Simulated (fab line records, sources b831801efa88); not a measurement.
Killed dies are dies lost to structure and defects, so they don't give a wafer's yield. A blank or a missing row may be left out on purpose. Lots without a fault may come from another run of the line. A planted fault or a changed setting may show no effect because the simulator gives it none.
Split-lot experiment | flow sfq_line | 5 lots, 23 wafers read, on a route of 325 steps

THE SPLIT
At SFQ_TRILAYER_M6_LITHO_COAT_159 (resist thk 600 nm), the setting resist_thk_nm was moved away from the recipe's 600 nm on 9 of the 23 wafers read, by -4.8% to +3.4%. The other wafers ran this setting at the recipe's value.

The file shows no step between the split and the reading.

THE READING
KrF_of_TRILAYER_M6_LITHO_COAT_159.thk_nm (the simulator's own value, which no gauge read), in nm, at SFQ_TRILAYER_M6_ETCH_METAL_ETCH_162 (etches Nb in Cl2/Ar, stops on SiO2, target depth 240 nm, time 120 s). The file gives no usual value for it. The 14 wafers here that ran the recipe average 382.3 nm, standard deviation 5.2 nm.

wafer  | tool, chamber at the split | resist_thk_nm as run, nm | against the recipe | KrF_of_TRILAYER_M6_LITHO_COAT_159.thk_nm, nm | against lot-mates on the recipe
L074.1 | litho_track-02, 0          | 600                      | recipe             | 379.7                                        | -
L074.4 | litho_track-02, 0          | 600                      | recipe             | 383.7                                        | -
L074.6 | litho_track-02, 0          | 600                      | recipe             | 385.8                                        | -
L077.1 | litho_track-01, 0          | 620.5                    | +3.4%              | 399.4                                        | +13.7
L077.2 | litho_track-01, 0          | 620.5                    | +3.4%              | 401.2                                        | +15.5
L077.4 | litho_track-01, 0          | 600                      | recipe             | 385.1                                        | -
L077.5 | litho_track-01, 0          | 600                      | recipe             | 388                                          | -
L077.6 | litho_track-01, 0          | 600                      | recipe             | 384                                          | -
L080.1 | litho_track-03, 0          | 600                      | recipe             | 381.8                                        | -
L080.2 | litho_track-03, 0          | 600                      | recipe             | 380.6                                        | -
L080.3 | litho_track-03, 0          | 587.9                    | -2.0%              | 368.2                                        | -13.8
L080.5 | litho_track-03, 0          | 587.9                    | -2.0%              | 368                                          | -14.0
L080.6 | litho_track-03, 0          | 600                      | recipe             | 383.5                                        | -
L081.2 | litho_track-01, 0          | 615.9                    | +2.6%              | 396.3                                        | +12.1
L081.3 | litho_track-01, 0          | 615.9                    | +2.6%              | 387.3                                        | +3.1
L081.4 | litho_track-01, 0          | 600                      | recipe             | 394.5                                        | -
L081.5 | litho_track-01, 0          | 615.9                    | +2.6%              | 409.1                                        | +24.9
L081.6 | litho_track-01, 0          | 600                      | recipe             | 373.9                                        | -
L083.1 | litho_track-02, 0          | 600                      | recipe             | 379                                          | -
L083.2 | litho_track-02, 0          | 600                      | recipe             | 374.6                                        | -
L083.3 | litho_track-02, 0          | 571.4                    | -4.8%              | 353.3                                        | -24.1
L083.4 | litho_track-02, 0          | 600                      | recipe             | 378.5                                        | -
L083.6 | litho_track-02, 0          | 571.4                    | -4.8%              | 341.2                                        | -36.2

THE FIT
A straight line over all 23 wafers: KrF_of_TRILAYER_M6_LITHO_COAT_159.thk_nm changes by +6.5 nm for each +1% of resist_thk_nm; r = +0.92; the points scatter about the line by 6 nm.
The same after taking each lot's own level away (the mean of its wafers on the recipe; 23 wafers): +5.62 nm for each +1%; r = +0.91; scatter 5.5 nm.
On that fit, the largest move of resist_thk_nm shifts the reading by 27 nm.
The lots' own levels span 377.37 to 385.70 nm, that is 1.6 times the standard deviation above.
So the lot-to-lot level changes the slope: the two fits differ.
Check: with one of the wafers moved furthest among these (-4.8%) left out of the fit, the line predicts -29.4 nm for it against its lot-mates. It came out at -24.1 nm against them.

OTHER SPLITS ON THESE WAFERS
These wafers also went through other splits before the reading. Each is held against what the fit with the lots' levels taken away leaves over:
other split on the same wafers               | wafers away from the commonest value | r with KrF_of_TRILAYER_M6_LITHO_COAT_159.thk_nm (lot level and that fit taken away)
SFQ_TRILAYER_JJ_CE_LITHO_EXPOSE_115 dose_mj  | 8                                    | -0.12
SFQ_TRILAYER_M5_LITHO_COAT_123 spin_rpm      | 6                                    | -0.16
SFQ_TRILAYER_R5_LITHO_PEB_139 peb_time_s     | 4                                    | -0.11
SFQ_TRILAYER_M6_LITHO_COAT_164 resist_thk_nm | 10                                   | +0.03

THE WHOLE CHAIN: every reading that the file lists as answering this split, in the file's order
step                                | what it does                                                        | reading                                                                                   | change (the file's fit)              | r (the file's)
SFQ_TRILAYER_M6_LITHO_COAT_159      | resist thk 600 nm                                                   | KrF_of_TRILAYER_M6_LITHO_COAT_159.thk_nm (the simulator's own value, which no gauge read) | +5.94 nm for each +1% of the setting | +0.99
SFQ_TRILAYER_M6_ETCH_METAL_ETCH_162 | etches Nb in Cl2/Ar, stops on SiO2, target depth 240 nm, time 120 s | KrF_of_TRILAYER_M6_LITHO_COAT_159.thk_nm (the simulator's own value, which no gauge read) | +5.65 nm for each +1% of the setting | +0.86

THE FILE'S OWN FIT
KrF_of_TRILAYER_M6_LITHO_COAT_159.thk_nm changes by +5.65 nm for each +1% of resist_thk_nm, r = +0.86.
